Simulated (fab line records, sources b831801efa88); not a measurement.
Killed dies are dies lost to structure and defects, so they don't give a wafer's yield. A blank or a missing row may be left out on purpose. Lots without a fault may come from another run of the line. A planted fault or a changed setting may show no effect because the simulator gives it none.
Chamber matching | flow gf180mcu | GF_V3_CMP_26 on cmp-01: 4 sister chambers
The step polishes, stops on SiO2, t overpolish 15 s, target thk 0 nm. 4 wafers are shown with their chamber, then 7 later ones without.

WAFERS WITH THEIR CHAMBER
wafer  | chamber | motor_current_A (A)
L078.1 | 1       | 10.4
L090.1 | 2       | 13.3
L095.1 | 0       | 9.6
L095.3 | 3       | 10.2

WAFERS WITHOUT THEIR CHAMBER
wafer  | motor_current_A (A)
L095.5 | 9.6
L096.1 | 10.6
L096.2 | 9.9
L096.6 | 10.9
L097.2 | 12.0
L097.3 | 10.4
L097.6 | 10.3

WHICH CHAMBER EACH WENT THROUGH
wafer  | from the rows above          | in truth
L095.5 | can't be placed: 0 or 3 or 1 | 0
L096.1 | can't be placed: 1 or 3 or 0 | 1
L096.2 | can't be placed: 3 or 0 or 1 | 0
L096.6 | can't be placed: 1 or 3 or 0 | 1
L097.2 | can't be placed: 2 or 1 or 3 | 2
L097.3 | can't be placed: 1 or 3 or 0 | 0
L097.6 | can't be placed: 1 or 3 or 0 | 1
Placed correctly: 0 of 7. Can't be placed from these rows: 7 (the true chamber is among the candidates in 7). Placed wrongly: 0.
How it was worked out, from the rows above alone: a wafer's distance from a chamber is the root of the sum, over the readings, of the square of ((its reading less the chamber's mean) divided by the reading's scatter). The wafer belongs to the nearest chamber; if the next one is less than 2 further off, it can't be placed. A chamber's mean is the mean of its shown wafers. The scatter: with one shown wafer a chamber, the root of the mean of the squares of how far each hidden wafer lies from its nearest shown one.
